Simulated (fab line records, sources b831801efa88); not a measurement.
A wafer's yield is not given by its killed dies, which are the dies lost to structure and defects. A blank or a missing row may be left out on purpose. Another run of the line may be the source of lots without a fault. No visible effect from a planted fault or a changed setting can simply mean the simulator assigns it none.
Which tool did it? || flow sky130 || 11 lots with 33 wafers sampled at 6 steps, on a route of 708 steps

## WHAT THE GAUGES SHOWED, per wafer
SKY_FIELD_ISO_CD_MEAS_13: target cd 150 nm. Usual: 150.1 nm for cdNm, sd 1.5.
{"lot": "L158", "measured": "day 2 09:04", "on": "cdSem-02", "cdNm (nm)": "150.0 149.9 150.4", "flag": ""}
{"lot": "L160", "measured": "day 2 20:50", "on": "cdSem-02", "cdNm (nm)": "153.3 153.7 151.8", "flag": ""}
{"lot": "L161", "measured": "day 3 02:53", "on": "cdSem-02", "cdNm (nm)": "150.4 151.3 150.3", "flag": ""}
{"lot": "L162", "measured": "day 3 06:59", "on": "cdSem-01", "cdNm (nm)": "151.8 151.2 151.7", "flag": ""}
{"lot": "L165", "measured": "day 3 20:14", "on": "cdSem-02", "cdNm (nm)": "152.6 152.1 151.5", "flag": ""}
{"lot": "L166", "measured": "day 4 15:11", "on": "cdSem-02", "cdNm (nm)": "148.3 147.5 148.2", "flag": ""}
{"lot": "L169", "measured": "day 4 20:02", "on": "cdSem-01", "cdNm (nm)": "150.7 151.4 152.9", "flag": ""}
{"lot": "L171", "measured": "day 5 04:20", "on": "cdSem-01", "cdNm (nm)": "150.3 151.8 151.3", "flag": ""}
{"lot": "L174", "measured": "day 5 22:34", "on": "cdSem-01", "cdNm (nm)": "148.2 148.0 149.0", "flag": ""}
{"lot": "L177", "measured": "day 6 13:14", "on": "cdSem-01", "cdNm (nm)": "149.3 149.3 149.6", "flag": ""}
{"lot": "L178", "measured": "day 6 19:47", "on": "cdSem-01", "cdNm (nm)": "148.5 150.1 149.0", "flag": ""}

SKY_SONOS_TUNNEL_TW_MEAS_12. Usual: SONOS_TUNNEL_TW 195.6, standard deviation 1.8.
{"lot": "L158", "measured": "day 11 14:20", "on": "filmMetro-02", "SONOS_TUNNEL_TW": "196.3 197.9 196.4", "flag": ""}
{"lot": "L160", "measured": "day 12 07:07", "on": "filmMetro-02", "SONOS_TUNNEL_TW": "198.8 198.4 197.8", "flag": ""}
{"lot": "L161", "measured": "day 12 15:38", "on": "filmMetro-03", "SONOS_TUNNEL_TW": "195.5 195.7 197.1", "flag": ""}
{"lot": "L162", "measured": "day 13 01:50", "on": "filmMetro-04", "SONOS_TUNNEL_TW": "193.7 195.5 193.4", "flag": ""}
{"lot": "L165", "measured": "day 13 23:48", "on": "filmMetro-03", "SONOS_TUNNEL_TW": "194.8 192.6 192.9", "flag": ""}
{"lot": "L166", "measured": "day 15 02:14", "on": "filmMetro-03", "SONOS_TUNNEL_TW": "195.2 194.4 196.0", "flag": ""}
{"lot": "L169", "measured": "day 15 19:55", "on": "filmMetro-03", "SONOS_TUNNEL_TW": "195.8 196.2 195.7", "flag": ""}
{"lot": "L171", "measured": "day 16 03:16", "on": "filmMetro-04", "SONOS_TUNNEL_TW": "192.2 192.4 192.9", "flag": ""}
{"lot": "L174", "measured": "day 17 07:34", "on": "filmMetro-02", "SONOS_TUNNEL_TW": "197.2 198.8 198.5", "flag": ""}
{"lot": "L177", "measured": "day 18 06:47", "on": "filmMetro-03", "SONOS_TUNNEL_TW": "195.5 194.9 194.5", "flag": ""}
{"lot": "L178", "measured": "day 18 13:55", "on": "filmMetro-04", "SONOS_TUNNEL_TW": "192.9 193.6 194.3", "flag": ""}

SKY_RES_PROTECT_TW_MEAS_08. Usual: POLY_GATE_TW 3999, standard deviation 29.
{"lot": "L158", "measured": "day 15 06:34", "on": "filmMetro-04", "POLY_GATE_TW": "3985 3980 3989", "flag": ""}
{"lot": "L160", "measured": "day 16 00:30", "on": "filmMetro-03", "POLY_GATE_TW": "4006 4003 3998", "flag": ""}
{"lot": "L161", "measured": "day 16 12:30", "on": "filmMetro-02", "POLY_GATE_TW": "4132 4161 4160 4147 4139 4166", "flag": "OFF"}
{"lot": "L162", "measured": "day 17 00:32", "on": "filmMetro-04", "POLY_GATE_TW": "3970 3971 3965", "flag": ""}
{"lot": "L165", "measured": "day 18 00:02", "on": "filmMetro-02", "POLY_GATE_TW": "4141 4155 4159 4138 4159 4120", "flag": "OFF"}
{"lot": "L166", "measured": "day 19 03:17", "on": "filmMetro-02", "POLY_GATE_TW": "4167 4153 4149 4160 4175 4174", "flag": "OFF"}
{"lot": "L169", "measured": "day 20 03:59", "on": "filmMetro-02", "POLY_GATE_TW": "4025 4029 4030", "flag": ""}
{"lot": "L171", "measured": "day 20 05:35", "on": "filmMetro-03", "POLY_GATE_TW": "3977 4007 4006", "flag": ""}
{"lot": "L174", "measured": "day 21 17:12", "on": "filmMetro-02", "POLY_GATE_TW": "4040 4039 4029", "flag": ""}
{"lot": "L177", "measured": "day 22 12:37", "on": "filmMetro-03", "POLY_GATE_TW": "4007 4017 3998", "flag": ""}
{"lot": "L178", "measured": "day 22 20:23", "on": "filmMetro-03", "POLY_GATE_TW": "3995 4011 3984", "flag": ""}

## TOOL THAT RAN EACH LOT (tool first, then ch and the chambers of the sampled wafers, then the start)
{"lot": "L158", "SKY_VT_ADJUST_PCH_STRIP_09": "plasmaAsher-03 ch 1, day 10 14:07", "SKY_POLY_GATE_IMPLANT_02": "implanter-01 ch 0, day 15 06:19", "SKY_RES_PROTECT_STRIP_07": "plasmaAsher-03 ch 1, day 15 06:28"}
{"lot": "L160", "SKY_VT_ADJUST_PCH_STRIP_09": "plasmaAsher-04 ch 0,1, day 11 06:45", "SKY_POLY_GATE_IMPLANT_02": "implanter-01 ch 0, day 16 00:18", "SKY_RES_PROTECT_STRIP_07": "plasmaAsher-04 ch 0,1, day 16 00:24"}
{"lot": "L161", "SKY_VT_ADJUST_PCH_STRIP_09": "plasmaAsher-02 ch 0,1, day 11 14:50", "SKY_POLY_GATE_IMPLANT_02": "implanter-02 ch 0, day 16 11:51", "SKY_RES_PROTECT_STRIP_07": "plasmaAsher-01 ch 0,1, day 16 12:24"}
{"lot": "L162", "SKY_VT_ADJUST_PCH_STRIP_09": "plasmaAsher-04 ch 0,1, day 12 00:55", "SKY_POLY_GATE_IMPLANT_02": "implanter-03 ch 0, day 17 00:17", "SKY_RES_PROTECT_STRIP_07": "plasmaAsher-01 ch 0,1, day 17 00:26"}
{"lot": "L165", "SKY_VT_ADJUST_PCH_STRIP_09": "plasmaAsher-03 ch 0,1, day 12 20:40", "SKY_POLY_GATE_IMPLANT_02": "implanter-03 ch 0, day 17 23:28", "SKY_RES_PROTECT_STRIP_07": "plasmaAsher-03 ch 0,1, day 17 23:56"}
{"lot": "L166", "SKY_VT_ADJUST_PCH_STRIP_09": "plasmaAsher-02 ch 0,1, day 13 22:55", "SKY_POLY_GATE_IMPLANT_02": "implanter-03 ch 0, day 19 02:43", "SKY_RES_PROTECT_STRIP_07": "plasmaAsher-04 ch 0,1, day 19 03:11"}
{"lot": "L169", "SKY_VT_ADJUST_PCH_STRIP_09": "plasmaAsher-02 ch 0,1, day 14 15:46", "SKY_POLY_GATE_IMPLANT_02": "implanter-02 ch 0, day 20 03:45", "SKY_RES_PROTECT_STRIP_07": "plasmaAsher-04 ch 0,1, day 20 03:53"}
{"lot": "L171", "SKY_VT_ADJUST_PCH_STRIP_09": "plasmaAsher-03 ch 0,1, day 14 22:25", "SKY_POLY_GATE_IMPLANT_02": "implanter-02 ch 0, day 20 05:20", "SKY_RES_PROTECT_STRIP_07": "plasmaAsher-03 ch 0,1, day 20 05:28"}
{"lot": "L174", "SKY_VT_ADJUST_PCH_STRIP_09": "plasmaAsher-02 ch 0,1, day 16 02:45", "SKY_POLY_GATE_IMPLANT_02": "implanter-03 ch 0, day 21 16:59", "SKY_RES_PROTECT_STRIP_07": "plasmaAsher-03 ch 0,1, day 21 17:07"}
{"lot": "L177", "SKY_VT_ADJUST_PCH_STRIP_09": "plasmaAsher-03 ch 0,1, day 17 01:34", "SKY_POLY_GATE_IMPLANT_02": "implanter-03 ch 0, day 22 12:22", "SKY_RES_PROTECT_STRIP_07": "plasmaAsher-04 ch 0,1, day 22 12:31"}
{"lot": "L178", "SKY_VT_ADJUST_PCH_STRIP_09": "plasmaAsher-03 ch 0,1, day 17 08:25", "SKY_POLY_GATE_IMPLANT_02": "implanter-01 ch 0, day 22 20:09", "SKY_RES_PROTECT_STRIP_07": "plasmaAsher-03 ch 0,1, day 22 20:16"}
- SKY_VT_ADJUST_PCH_STRIP_09: strips in O2/N2.
- SKY_POLY_GATE_IMPLANT_02
- SKY_RES_PROTECT_STRIP_07: strips in O2/N2.

## WHAT THE TOOLS THEMSELVES READ (means of the sampled wafers that have a number; where no wafer has one, the mark that the record gives instead)
SKY_VT_ADJUST_PCH_STRIP_09. Usual: drypumpMotorCurrentA 5.9 A, standard deviation 0.55; oesProductAu 0.722 a.u., standard deviation 0.0049; stripTimeToEndpointS 36.98 s, standard deviation 0.12.
{"lot": "L158", "tool": "plasmaAsher-03", "drypumpMotorCurrentA (A)": 5.4, "oesProductAu (a.u.)": 0.718, "stripTimeToEndpointS (s)": 36.96, "flag": ""}
{"lot": "L160", "tool": "plasmaAsher-04", "drypumpMotorCurrentA (A)": 5.8, "oesProductAu (a.u.)": 0.717, "stripTimeToEndpointS (s)": 37.07, "flag": ""}
{"lot": "L161", "tool": "plasmaAsher-02", "drypumpMotorCurrentA (A)": 6.1, "oesProductAu (a.u.)": 0.717, "stripTimeToEndpointS (s)": 36.95, "flag": ""}
{"lot": "L162", "tool": "plasmaAsher-04", "drypumpMotorCurrentA (A)": 6.3, "oesProductAu (a.u.)": 0.722, "stripTimeToEndpointS (s)": 37.05, "flag": ""}
{"lot": "L165", "tool": "plasmaAsher-03", "drypumpMotorCurrentA (A)": 5.6, "oesProductAu (a.u.)": 0.729, "stripTimeToEndpointS (s)": 36.90, "flag": ""}
{"lot": "L166", "tool": "plasmaAsher-02", "drypumpMotorCurrentA (A)": 6.1, "oesProductAu (a.u.)": 0.723, "stripTimeToEndpointS (s)": 36.95, "flag": ""}
{"lot": "L169", "tool": "plasmaAsher-02", "drypumpMotorCurrentA (A)": 6.0, "oesProductAu (a.u.)": 0.721, "stripTimeToEndpointS (s)": 36.98, "flag": ""}
{"lot": "L171", "tool": "plasmaAsher-03", "drypumpMotorCurrentA (A)": 5.5, "oesProductAu (a.u.)": 0.720, "stripTimeToEndpointS (s)": 36.96, "flag": ""}
{"lot": "L174", "tool": "plasmaAsher-02", "drypumpMotorCurrentA (A)": 6.0, "oesProductAu (a.u.)": 0.724, "stripTimeToEndpointS (s)": 37.22, "flag": ""}
{"lot": "L177", "tool": "plasmaAsher-03", "drypumpMotorCurrentA (A)": 5.5, "oesProductAu (a.u.)": 0.720, "stripTimeToEndpointS (s)": 37.11, "flag": ""}
{"lot": "L178", "tool": "plasmaAsher-03", "drypumpMotorCurrentA (A)": 5.7, "oesProductAu (a.u.)": 0.716, "stripTimeToEndpointS (s)": 36.85, "flag": ""}

SKY_POLY_GATE_IMPLANT_02. Usual: beamEnergyKeV 30.002, standard deviation 0.0086; beamOnS 34 s, standard deviation 3.8.
{"lot": "L158", "tool": "implanter-01", "beamEnergyKeV": 29.997, "beamOnS (s)": 37, "flag": ""}
{"lot": "L160", "tool": "implanter-01", "beamEnergyKeV": 29.996, "beamOnS (s)": 37, "flag": ""}
{"lot": "L161", "tool": "implanter-02", "beamEnergyKeV": 29.997, "beamOnS (s)": 38, "flag": ""}
{"lot": "L162", "tool": "implanter-03", "beamEnergyKeV": 30.000, "beamOnS (s)": 29, "flag": ""}
{"lot": "L165", "tool": "implanter-03", "beamEnergyKeV": 29.997, "beamOnS (s)": 29, "flag": ""}
{"lot": "L166", "tool": "implanter-03", "beamEnergyKeV": 30.005, "beamOnS (s)": 29, "flag": ""}
{"lot": "L169", "tool": "implanter-02", "beamEnergyKeV": 29.997, "beamOnS (s)": 38, "flag": ""}
{"lot": "L171", "tool": "implanter-02", "beamEnergyKeV": 30.006, "beamOnS (s)": 38, "flag": ""}
{"lot": "L174", "tool": "implanter-03", "beamEnergyKeV": 30.022, "beamOnS (s)": 29, "flag": ""}
{"lot": "L177", "tool": "implanter-03", "beamEnergyKeV": 29.999, "beamOnS (s)": 29, "flag": ""}
{"lot": "L178", "tool": "implanter-01", "beamEnergyKeV": 29.997, "beamOnS (s)": 36, "flag": ""}

SKY_RES_PROTECT_STRIP_07. Usual: drypumpMotorCurrentA 5.8 A, standard deviation 0.6; oesProductAu 0.518 a.u., standard deviation 0.0047; stripTimeToEndpointS 23.30 s, standard deviation 0.045.
{"lot": "L158", "tool": "plasmaAsher-03", "drypumpMotorCurrentA (A)": 5.4, "oesProductAu (a.u.)": 0.517, "stripTimeToEndpointS (s)": 23.35, "flag": ""}
{"lot": "L160", "tool": "plasmaAsher-04", "drypumpMotorCurrentA (A)": 5.8, "oesProductAu (a.u.)": 0.519, "stripTimeToEndpointS (s)": 23.26, "flag": ""}
{"lot": "L161", "tool": "plasmaAsher-01", "drypumpMotorCurrentA (A)": 5.3, "oesProductAu (a.u.)": 0.498, "stripTimeToEndpointS (s)": 25.13, "flag": "OFF"}
{"lot": "L162", "tool": "plasmaAsher-01", "drypumpMotorCurrentA (A)": 5.4, "oesProductAu (a.u.)": 0.517, "stripTimeToEndpointS (s)": 23.31, "flag": ""}
{"lot": "L165", "tool": "plasmaAsher-03", "drypumpMotorCurrentA (A)": 5.7, "oesProductAu (a.u.)": 0.495, "stripTimeToEndpointS (s)": 25.14, "flag": "OFF"}
{"lot": "L166", "tool": "plasmaAsher-04", "drypumpMotorCurrentA (A)": 6.3, "oesProductAu (a.u.)": 0.498, "stripTimeToEndpointS (s)": 25.10, "flag": "OFF"}
{"lot": "L169", "tool": "plasmaAsher-04", "drypumpMotorCurrentA (A)": 6.3, "oesProductAu (a.u.)": 0.514, "stripTimeToEndpointS (s)": 23.28, "flag": ""}
{"lot": "L171", "tool": "plasmaAsher-03", "drypumpMotorCurrentA (A)": 5.6, "oesProductAu (a.u.)": 0.519, "stripTimeToEndpointS (s)": 23.29, "flag": ""}
{"lot": "L174", "tool": "plasmaAsher-03", "drypumpMotorCurrentA (A)": 5.7, "oesProductAu (a.u.)": 0.516, "stripTimeToEndpointS (s)": 23.27, "flag": ""}
{"lot": "L177", "tool": "plasmaAsher-04", "drypumpMotorCurrentA (A)": 5.8, "oesProductAu (a.u.)": 0.520, "stripTimeToEndpointS (s)": 23.36, "flag": ""}
{"lot": "L178", "tool": "plasmaAsher-03", "drypumpMotorCurrentA (A)": 5.6, "oesProductAu (a.u.)": 0.520, "stripTimeToEndpointS (s)": 23.23, "flag": ""}

## THE ANSWER, worked out from the rows above alone
Rule: take the mean of a lot's wafers that have a number; if it is more than 3 standard deviations from the usual mean, the lot is off. A lot without any number at a reading at which 4 lots or more have one is off too. Any other lot the step has rows for is counted as sound. The gauges are gone through in route order, then the tools' own readings, and for those a lot's mean is taken as printed above. The first step at which some lot is off is used, and at that step the reading that is off furthest; a lot without a number counts as furthest.
Off: L161, L165, L166, at SKY_RES_PROTECT_TW_MEAS_08 (POLY_GATE_TW).
A tool fits if, at a process step before that reading, it ran every lot that is off, and no sound lot after the first of them. The gauges at SKY_RES_PROTECT_TW_MEAS_08 aren't tried: what is off there is off at SKY_RES_PROTECT_STRIP_07 too, on other tools, and a gauge's error can't cause that. Not one of the candidates tried fits.

## WHAT HAD BEEN PUT IN BY THE SIMULATOR
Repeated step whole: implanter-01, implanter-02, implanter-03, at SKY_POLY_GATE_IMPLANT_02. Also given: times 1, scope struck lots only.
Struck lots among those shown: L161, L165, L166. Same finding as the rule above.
